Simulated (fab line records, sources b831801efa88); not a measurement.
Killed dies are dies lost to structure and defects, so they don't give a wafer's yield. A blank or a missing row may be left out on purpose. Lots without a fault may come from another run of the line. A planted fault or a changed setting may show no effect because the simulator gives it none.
Chamber matching | flow gf180mcu | GF_V3_CMP_04 on cmp-02: 4 sister chambers
The step polishes SiO2. 4 wafers are shown with their chamber, then 8 later ones without.

WAFERS WITH THEIR CHAMBER
wafer  | chamber | motor_current_A (A)
L397.6 | 2       | 12.3
L399.2 | 0       | 13.1
L399.4 | 3       | 12.2
L399.6 | 1       | 13.1

WAFERS WITHOUT THEIR CHAMBER
wafer  | motor_current_A (A)
L400.2 | 12.9
L400.3 | 12.8
L400.4 | 12.9
L401.2 | 12.1
L401.4 | 13.1
L401.5 | 13.7
L405.4 | 12.8
L405.6 | 12.9

WHICH CHAMBER EACH WENT THROUGH
wafer  | from the rows above               | in truth
L400.2 | can't be placed: 0 or 1 or 2 or 3 | 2
L400.3 | can't be placed: 0 or 1 or 2 or 3 | 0
L400.4 | can't be placed: 0 or 1 or 2 or 3 | 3
L401.2 | can't be placed: 3 or 2           | 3
L401.4 | can't be placed: 0 or 1           | 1
L401.5 | can't be placed: 0 or 1           | 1
L405.4 | can't be placed: 0 or 1 or 2 or 3 | 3
L405.6 | can't be placed: 0 or 1 or 2 or 3 | 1
Placed correctly: 0 of 8. Can't be placed from these rows: 8 (the true chamber is among the candidates in 8). Placed wrongly: 0.
How it was worked out, from the rows above alone: a wafer's distance from a chamber is the root of the sum, over the readings, of the square of ((its reading less the chamber's mean) divided by the reading's scatter). The wafer belongs to the nearest chamber; if the next one is less than 2 further off, it can't be placed. A chamber's mean is the mean of its shown wafers. The scatter: with one shown wafer a chamber, the root of the mean of the squares of how far each hidden wafer lies from its nearest shown one.
